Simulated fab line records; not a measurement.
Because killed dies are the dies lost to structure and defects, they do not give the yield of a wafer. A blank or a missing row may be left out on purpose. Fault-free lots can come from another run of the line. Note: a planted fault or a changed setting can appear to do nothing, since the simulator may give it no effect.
What tool caused it? || flow gf180mcu || Sampling: 13 lots, 37 wafers, 6 of 602 route steps

== WHAT EACH GAUGE READ, for each wafer ==
GF_LVPWELL_OVL_MEAS_07. Usual: for LVPWELL_OVL the level is 0.1 nm and the standard deviation is 1.3.
{"lot": "L196", "measured": "day 4 01:12", "on": "overlay-02", "LVPWELL_OVL (nm)": "0.8 1.0 1.8", "flag": ""}
{"lot": "L197", "measured": "day 4 09:21", "on": "overlay-01", "LVPWELL_OVL (nm)": "2.5 -1.2 2.3", "flag": ""}
{"lot": "L198", "measured": "day 4 13:28", "on": "overlay-01", "LVPWELL_OVL (nm)": "-0.5 0.7 1.0", "flag": ""}
{"lot": "L202", "measured": "day 5 12:02", "on": "overlay-02", "LVPWELL_OVL (nm)": "-0.2 0.3 0.3", "flag": ""}
{"lot": "L203", "measured": "day 5 16:19", "on": "overlay-01", "LVPWELL_OVL (nm)": "2.5 2.6 1.8", "flag": ""}
{"lot": "L204", "measured": "day 6 00:51", "on": "overlay-02", "LVPWELL_OVL (nm)": "-1.3 -2.2 -1.3", "flag": ""}
{"lot": "L206", "measured": "day 6 12:28", "on": "overlay-01", "LVPWELL_OVL (nm)": "2.7 3.3", "flag": ""}
{"lot": "L207", "measured": "day 6 16:03", "on": "overlay-01", "LVPWELL_OVL (nm)": "0.3 -2.3 0.0", "flag": ""}
{"lot": "L209", "measured": "day 7 05:07", "on": "overlay-02", "LVPWELL_OVL (nm)": "0.2 -1.9", "flag": ""}
{"lot": "L215", "measured": "day 8 15:45", "on": "overlay-01", "LVPWELL_OVL (nm)": "-0.6 1.3 1.7", "flag": ""}
{"lot": "L216", "measured": "day 8 19:04", "on": "overlay-02", "LVPWELL_OVL (nm)": "-0.6 -1.2 0.0", "flag": ""}
{"lot": "L217", "measured": "day 9 00:50", "on": "overlay-02", "LVPWELL_OVL (nm)": "0.6 -1.1 2.1", "flag": ""}
{"lot": "L218", "measured": "day 9 06:25", "on": "overlay-02", "LVPWELL_OVL (nm)": "-0.5 -0.3 1.5", "flag": ""}

GF_HV_LDD_TW_MEAS_38. Usual: for HV_LDD_3_TW the level is 1427 and the standard deviation is 6.1.
{"lot": "L196", "measured": "day 11 18:40", "on": "film-metro-02", "HV_LDD_3_TW": "1415 1419 1423", "flag": ""}
{"lot": "L197", "measured": "day 12 07:01", "on": "film-metro-04", "HV_LDD_3_TW": "1435 1428 1435", "flag": ""}
{"lot": "L198", "measured": "day 12 12:29", "on": "film-metro-02", "HV_LDD_3_TW": "1423 1428 1431", "flag": ""}
{"lot": "L202", "measured": "day 13 20:00", "on": "film-metro-01", "HV_LDD_3_TW": "1419 1423 1428", "flag": ""}
{"lot": "L203", "measured": "day 13 23:59", "on": "film-metro-01", "HV_LDD_3_TW": "1434 1428 1425", "flag": ""}
{"lot": "L204", "measured": "day 14 15:21", "on": "film-metro-04", "HV_LDD_3_TW": "1424 1430 1425", "flag": ""}
{"lot": "L206", "measured": "day 15 05:46", "on": "film-metro-02", "HV_LDD_3_TW": "1437 1411", "flag": ""}
{"lot": "L207", "measured": "day 15 11:23", "on": "film-metro-01", "HV_LDD_3_TW": "1426 1426 1403", "flag": ""}
{"lot": "L209", "measured": "day 16 09:06", "on": "film-metro-04", "HV_LDD_3_TW": "1421 1406", "flag": ""}
{"lot": "L215", "measured": "day 18 20:27", "on": "film-metro-02", "HV_LDD_3_TW": "1432 1430 1434", "flag": ""}
{"lot": "L216", "measured": "day 18 19:53", "on": "film-metro-04", "HV_LDD_3_TW": "1427 1429 1432", "flag": ""}
{"lot": "L217", "measured": "day 19 00:56", "on": "film-metro-04", "HV_LDD_3_TW": "1428 1426 1427", "flag": ""}
{"lot": "L218", "measured": "day 19 06:19", "on": "film-metro-01", "HV_LDD_3_TW": "1432 1429 1429", "flag": ""}

GF_HV_LDD_RS_MEAS_53: measurement is done with a four-point probe. Usual: for HV_LDD_RS the level is 418.7 ohm/sq and the standard deviation is 1.
{"lot": "L196", "measured": "day 12 15:04", "on": "film-metro-04", "HV_LDD_RS (ohm/sq)": "418.4 419.1 418.6", "flag": ""}
{"lot": "L197", "measured": "day 13 02:50", "on": "film-metro-02", "HV_LDD_RS (ohm/sq)": "418.7 420.5 419.1", "flag": ""}
{"lot": "L198", "measured": "day 13 08:35", "on": "film-metro-04", "HV_LDD_RS (ohm/sq)": "418.6 418.7 417.6", "flag": ""}
{"lot": "L202", "measured": "day 14 16:45", "on": "film-metro-02", "HV_LDD_RS (ohm/sq)": "418.9 419.0 418.4", "flag": ""}
{"lot": "L203", "measured": "day 14 20:19", "on": "film-metro-01", "HV_LDD_RS (ohm/sq)": "420.1 418.9 418.8", "flag": ""}
{"lot": "L204", "measured": "day 15 12:01", "on": "film-metro-01", "HV_LDD_RS (ohm/sq)": "419.2 418.7 420.3", "flag": ""}
{"lot": "L206", "measured": "day 16 03:43", "on": "film-metro-01", "HV_LDD_RS (ohm/sq)": "418.5 424.6", "flag": ""}
{"lot": "L207", "measured": "day 16 09:43", "on": "film-metro-04", "HV_LDD_RS (ohm/sq)": "418.7 417.3 422.0", "flag": ""}
{"lot": "L209", "measured": "day 17 08:08", "on": "film-metro-01", "HV_LDD_RS (ohm/sq)": "418.8 424.0", "flag": ""}
{"lot": "L215", "measured": "day 19 21:08", "on": "film-metro-01", "HV_LDD_RS (ohm/sq)": "418.1 420.0 418.6", "flag": ""}
{"lot": "L216", "measured": "day 19 20:42", "on": "film-metro-01", "HV_LDD_RS (ohm/sq)": "417.6 417.9 418.3", "flag": ""}
{"lot": "L217", "measured": "day 20 01:40", "on": "film-metro-02", "HV_LDD_RS (ohm/sq)": "416.6 417.5 416.4", "flag": ""}
{"lot": "L218", "measured": "day 20 06:47", "on": "film-metro-04", "HV_LDD_RS (ohm/sq)": "420.8 420.8 420.7", "flag": ""}

GF_SAB_THK_MEAS_01. Usual: for SAB_CVD_00_THK the level is 50.0 nm and the standard deviation is 0.6.
{"lot": "L196", "measured": "day 14 10:34", "on": "film-metro-02", "SAB_CVD_00_THK (nm)": "49.8 50.6 50.3", "flag": ""}
{"lot": "L197", "measured": "day 14 21:47", "on": "film-metro-01", "SAB_CVD_00_THK (nm)": "49.5 49.5 50.4", "flag": ""}
{"lot": "L198", "measured": "day 15 03:38", "on": "film-metro-02", "SAB_CVD_00_THK (nm)": "50.4 49.8 50.4", "flag": ""}
{"lot": "L202", "measured": "day 16 15:14", "on": "film-metro-03", "SAB_CVD_00_THK (nm)": "50.7 50.9 50.5", "flag": ""}
{"lot": "L203", "measured": "day 16 19:07", "on": "film-metro-02", "SAB_CVD_00_THK (nm)": "49.9 49.5 51.5", "flag": ""}
{"lot": "L204", "measured": "day 17 11:48", "on": "film-metro-02", "SAB_CVD_00_THK (nm)": "49.5 49.5 49.8", "flag": ""}
{"lot": "L206", "measured": "day 18 05:26", "on": "film-metro-03", "SAB_CVD_00_THK (nm)": "50.9 50.6", "flag": ""}
{"lot": "L207", "measured": "day 18 10:05", "on": "film-metro-03", "SAB_CVD_00_THK (nm)": "49.3 49.6 50.5", "flag": ""}
{"lot": "L209", "measured": "day 19 11:12", "on": "film-metro-01", "SAB_CVD_00_THK (nm)": "49.2 50.3", "flag": ""}
{"lot": "L215", "measured": "day 22 00:37", "on": "film-metro-01", "SAB_CVD_00_THK (nm)": "49.2 48.9 49.1", "flag": ""}
{"lot": "L216", "measured": "day 22 00:28", "on": "film-metro-03", "SAB_CVD_00_THK (nm)": "49.9 50.4 50.9", "flag": ""}
{"lot": "L217", "measured": "day 22 04:44", "on": "film-metro-01", "SAB_CVD_00_THK (nm)": "49.9 50.5 50.0", "flag": ""}
{"lot": "L218", "measured": "day 22 08:51", "on": "film-metro-02", "SAB_CVD_00_THK (nm)": "50.0 50.0 50.3", "flag": ""}

== WHAT TOOL EACH LOT RAN ON (gives the tool, then ch and the chambers of the sampled wafers, and finally the start) ==
{"lot": "L196", "GF_HV_LDD_STRIP_22": "plasma-asher-04 ch 0,1, day 10 23:51", "GF_HV_LDD_IMPLANT_33": "implanter-03 ch 0, day 11 18:01"}
{"lot": "L197", "GF_HV_LDD_STRIP_22": "plasma-asher-04 ch 0, day 11 11:31", "GF_HV_LDD_IMPLANT_33": "implanter-03 ch 0, day 12 06:20"}
{"lot": "L198", "GF_HV_LDD_STRIP_22": "plasma-asher-04 ch 0,1, day 11 16:28", "GF_HV_LDD_IMPLANT_33": "implanter-02 ch 0, day 12 11:48"}
{"lot": "L202", "GF_HV_LDD_STRIP_22": "plasma-asher-03 ch 0,1, day 13 00:34", "GF_HV_LDD_IMPLANT_33": "implanter-03 ch 0, day 13 19:20"}
{"lot": "L203", "GF_HV_LDD_STRIP_22": "plasma-asher-01 ch 0,1, day 13 03:26", "GF_HV_LDD_IMPLANT_33": "implanter-03 ch 0, day 13 23:18"}
{"lot": "L204", "GF_HV_LDD_STRIP_22": "plasma-asher-03 ch 0,1, day 13 18:23", "GF_HV_LDD_IMPLANT_33": "implanter-04 ch 0, day 14 14:39"}
{"lot": "L206", "GF_HV_LDD_STRIP_22": "plasma-asher-04 ch 0,1, day 14 09:10", "GF_HV_LDD_IMPLANT_33": "implanter-03 ch 0, day 15 05:08"}
{"lot": "L207", "GF_HV_LDD_STRIP_22": "plasma-asher-01 ch 0,1, day 14 14:30", "GF_HV_LDD_IMPLANT_33": "implanter-03 ch 0, day 15 10:41"}
{"lot": "L209", "GF_HV_LDD_STRIP_22": "plasma-asher-03 ch 0,1, day 15 10:30", "GF_HV_LDD_IMPLANT_33": "implanter-03 ch 0, day 16 08:24"}
{"lot": "L215", "GF_HV_LDD_STRIP_22": "plasma-asher-01 ch 0,1, day 17 19:36", "GF_HV_LDD_IMPLANT_33": "implanter-03 ch 0, day 18 19:45"}
{"lot": "L216", "GF_HV_LDD_STRIP_22": "plasma-asher-01 ch 0,1, day 17 19:13", "GF_HV_LDD_IMPLANT_33": "implanter-04 ch 0, day 18 19:13"}
{"lot": "L217", "GF_HV_LDD_STRIP_22": "plasma-asher-04 ch 0,1, day 18 00:12", "GF_HV_LDD_IMPLANT_33": "implanter-03 ch 0, day 19 00:16"}
{"lot": "L218", "GF_HV_LDD_STRIP_22": "plasma-asher-01 ch 0,1, day 18 05:34", "GF_HV_LDD_IMPLANT_33": "implanter-04 ch 0, day 19 05:37"}
- GF_HV_LDD_STRIP_22: strips in O2/N2.
- GF_HV_LDD_IMPLANT_33

== WHAT THE TOOLS THEMSELVES READ (means of the sampled wafers that have a number; where no wafer has one, the mark that the record gives instead) ==
GF_HV_LDD_STRIP_22. Usual: drypump-motor-current-A 5.3 A, standard deviation 0.54; heater-power-w 341 W, standard deviation 24; oes-product-au 0.716 a.u., standard deviation 0.0045; strip-time-to-endpoint-s 12.65 s, standard deviation 0.032.
{"lot": "L196", "tool": "plasma-asher-04", "drypump-motor-current-A (A)": 4.9, "heater-power-w (W)": 346, "oes-product-au (a.u.)": 0.713, "strip-time-to-endpoint-s (s)": 12.70, "flag": ""}
{"lot": "L197", "tool": "plasma-asher-04", "drypump-motor-current-A (A)": 5.0, "heater-power-w (W)": 327, "oes-product-au (a.u.)": 0.713, "strip-time-to-endpoint-s (s)": 12.61, "flag": ""}
{"lot": "L198", "tool": "plasma-asher-04", "drypump-motor-current-A (A)": 4.9, "heater-power-w (W)": 334, "oes-product-au (a.u.)": 0.715, "strip-time-to-endpoint-s (s)": 12.67, "flag": ""}
{"lot": "L202", "tool": "plasma-asher-03", "drypump-motor-current-A (A)": 5.9, "heater-power-w (W)": 334, "oes-product-au (a.u.)": 0.714, "strip-time-to-endpoint-s (s)": 12.69, "flag": ""}
{"lot": "L203", "tool": "plasma-asher-01", "drypump-motor-current-A (A)": 5.5, "heater-power-w (W)": 337, "oes-product-au (a.u.)": 0.714, "strip-time-to-endpoint-s (s)": 12.66, "flag": ""}
{"lot": "L204", "tool": "plasma-asher-03", "drypump-motor-current-A (A)": 5.9, "heater-power-w (W)": 334, "oes-product-au (a.u.)": 0.718, "strip-time-to-endpoint-s (s)": 12.67, "flag": ""}
{"lot": "L206", "tool": "plasma-asher-04", "drypump-motor-current-A (A)": 4.9, "heater-power-w (W)": 336, "oes-product-au (a.u.)": 0.714, "strip-time-to-endpoint-s (s)": 12.64, "flag": ""}
{"lot": "L207", "tool": "plasma-asher-01", "drypump-motor-current-A (A)": 5.5, "heater-power-w (W)": 337, "oes-product-au (a.u.)": 0.712, "strip-time-to-endpoint-s (s)": 12.63, "flag": ""}
{"lot": "L209", "tool": "plasma-asher-03", "drypump-motor-current-A (A)": 5.7, "heater-power-w (W)": 335, "oes-product-au (a.u.)": 0.719, "strip-time-to-endpoint-s (s)": 12.66, "flag": ""}
{"lot": "L215", "tool": "plasma-asher-01", "drypump-motor-current-A (A)": 5.4, "heater-power-w (W)": 356, "oes-product-au (a.u.)": 0.714, "strip-time-to-endpoint-s (s)": 12.68, "flag": ""}
{"lot": "L216", "tool": "plasma-asher-01", "drypump-motor-current-A (A)": 5.5, "heater-power-w (W)": 336, "oes-product-au (a.u.)": 0.714, "strip-time-to-endpoint-s (s)": 12.61, "flag": ""}
{"lot": "L217", "tool": "plasma-asher-04", "drypump-motor-current-A (A)": 4.9, "heater-power-w (W)": 336, "oes-product-au (a.u.)": 0.716, "strip-time-to-endpoint-s (s)": 12.63, "flag": ""}
{"lot": "L218", "tool": "plasma-asher-01", "drypump-motor-current-A (A)": 5.4, "heater-power-w (W)": 355, "oes-product-au (a.u.)": 0.720, "strip-time-to-endpoint-s (s)": 12.68, "flag": ""}

GF_HV_LDD_IMPLANT_33. Usual: beam-on-s 10.01 s, standard deviation 0.2; faraday-current-uA 42.3, standard deviation 0.83.
{"lot": "L196", "tool": "implanter-03", "beam-on-s (s)": 9.91, "faraday-current-uA": 42.7, "flag": ""}
{"lot": "L197", "tool": "implanter-03", "beam-on-s (s)": 9.99, "faraday-current-uA": 42.3, "flag": ""}
{"lot": "L198", "tool": "implanter-02", "beam-on-s (s)": 9.89, "faraday-current-uA": 42.8, "flag": ""}
{"lot": "L202", "tool": "implanter-03", "beam-on-s (s)": 10.03, "faraday-current-uA": 42.2, "flag": ""}
{"lot": "L203", "tool": "implanter-03", "beam-on-s (s)": 10.06, "faraday-current-uA": 42.1, "flag": ""}
{"lot": "L204", "tool": "implanter-04", "beam-on-s (s)": 9.99, "faraday-current-uA": 42.3, "flag": ""}
{"lot": "L206", "tool": "implanter-03", "beam-on-s (s)": 8.89, "faraday-current-uA": 48.4, "flag": "OFF"}
{"lot": "L207", "tool": "implanter-03", "beam-on-s (s)": 9.37, "faraday-current-uA": 45.8, "flag": "OFF"}
{"lot": "L209", "tool": "implanter-03", "beam-on-s (s)": 8.79, "faraday-current-uA": 49.2, "flag": "OFF"}
{"lot": "L215", "tool": "implanter-03", "beam-on-s (s)": 10.02, "faraday-current-uA": 42.2, "flag": ""}
{"lot": "L216", "tool": "implanter-04", "beam-on-s (s)": 9.86, "faraday-current-uA": 42.7, "flag": ""}
{"lot": "L217", "tool": "implanter-03", "beam-on-s (s)": 10.20, "faraday-current-uA": 41.4, "flag": ""}
{"lot": "L218", "tool": "implanter-04", "beam-on-s (s)": 10.06, "faraday-current-uA": 42.1, "flag": ""}

== THE ANSWER, worked out from the rows above alone ==
Rule: a lot counts as off when the mean over its wafers that have a number is more than 3 standard deviations away from the usual mean. Also off: a lot with no number at a reading for which 4 or more lots have one. The other lots that the step has rows for count as sound. The gauges are gone through in route order, then the tools' own readings, and for those a lot's mean is taken as printed above. At the first step where some lot is off, the reading lying furthest off is the one used; lots without a number count as furthest.
Off: L206, L207, L209 (GF_HV_LDD_IMPLANT_33, faraday-current-uA).
If a tool, at that step or one of the process steps before it, ran each lot that is off and ran no sound lot following the first of them, it fits. Of those tried, none fits.

== WHAT HAD BEEN PUT IN BY THE SIMULATOR ==
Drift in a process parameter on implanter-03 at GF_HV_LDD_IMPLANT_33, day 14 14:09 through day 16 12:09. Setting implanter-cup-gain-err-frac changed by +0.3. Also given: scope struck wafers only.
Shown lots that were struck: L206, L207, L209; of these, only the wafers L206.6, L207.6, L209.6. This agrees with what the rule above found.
